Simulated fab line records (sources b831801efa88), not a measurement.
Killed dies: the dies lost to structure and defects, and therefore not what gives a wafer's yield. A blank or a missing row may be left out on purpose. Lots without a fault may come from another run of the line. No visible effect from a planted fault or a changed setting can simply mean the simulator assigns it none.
8D (eight disciplines) problem report, filled in by code | flow gf180mcu | the parts of the form that need people (team, actions taken, sign-off) are left out

## 1. PROBLEM STATEMENT
Mean of developer temp C at GF_SAB_DEVELOP_08: 22.25 C across 6 wafers in 2 lots; on wafers with no fault it is 22.98 C (standard deviation 0.11). That is -6.7 standard deviations from the usual mean.
The step: develop time 60 s.
First observed at day 18 19:27: wafer L124.1, on litho track-02. Wafers with a number at this step in the record: 18, from 6 lots. Rule for "out" (also "out of limits"): further than 4 standard deviations from the usual mean. The other wafers with a number count as sound.

## 2. WHAT THIS IS AND IS NOT
question                    | is                     | is not
which readings at this step | developer temp C       | exhaust pa
which lots                  | L124, L125             | L115, L116, L136, L137
which wafers of those lots  | all that have a number | -
read on which tools         | litho track-02         | litho track-03, litho track-04
when                        | from day 18 19:27      | up to then (6 sound wafers); but 6 sound wafers of L136, L137 came after

## 3. SUSPECTS, AND WHAT RULES EACH OUT
Counting: a tool stays on the suspect list if, at a process step up to the reading, it processed all lots that are out and no sound lot following the first of them.
- rtp anneal-01 at GF_PSD_RTA_13 (time 20 s): ruled out as a lasting fault. Sound lots L136 ran on it after its first lot that is out, L124 (day 17 19:28).
- litho track-02 at GF_SAB_DEVELOP_08 (develop time 60 s): kept. It processed each lot that is out, first L124 at day 18 19:27, and no sound lot thereafter; up to then, the last sound lot it processed was L115 at day 15 08:45. Its own developer temp C readings are out on those wafers.
Remaining after the count: litho track-02 at GF_SAB_DEVELOP_08.

## 4. THE CAUSE (what the simulator had put in)
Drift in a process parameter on litho track-02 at GF_SAB_DEVELOP_08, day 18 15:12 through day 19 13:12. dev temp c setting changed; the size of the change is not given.
Counting left only this tool.

## 5. SEQUENCE OF EFFECTS, ordered by route
One row per reading whose mean, taken over the struck wafers that have a number, lies over 3 standard deviations from the usual. Only readings for which the record gives a usual standard deviation are gone through. hours: the time from each lot's start at the first step in this table that gives one to its start at this step, as a median over the lots. sigmas: the change in usual standard deviations.
hours | step              | reading          | usual   | on struck wafers | change | sigmas
0     | GF_SAB_DEVELOP_08 | developer temp C | 22.98 C | 22.25            | -0.73  | -6.7
It contains these process steps:
- GF_SAB_DEVELOP_08: develop time 60 s.
At these later measuring or inspecting steps, every struck wafer for which the step has a row has a number for every such reading, and none has moved that far: GF_SAB_CD_MEAS_09.

## 6. HOW IT WOULD HAVE BEEN CAUGHT EARLIER
4 hours passed between the start of the fault at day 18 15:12 and the first reading out of limits in this record, taken at day 18 19:27.
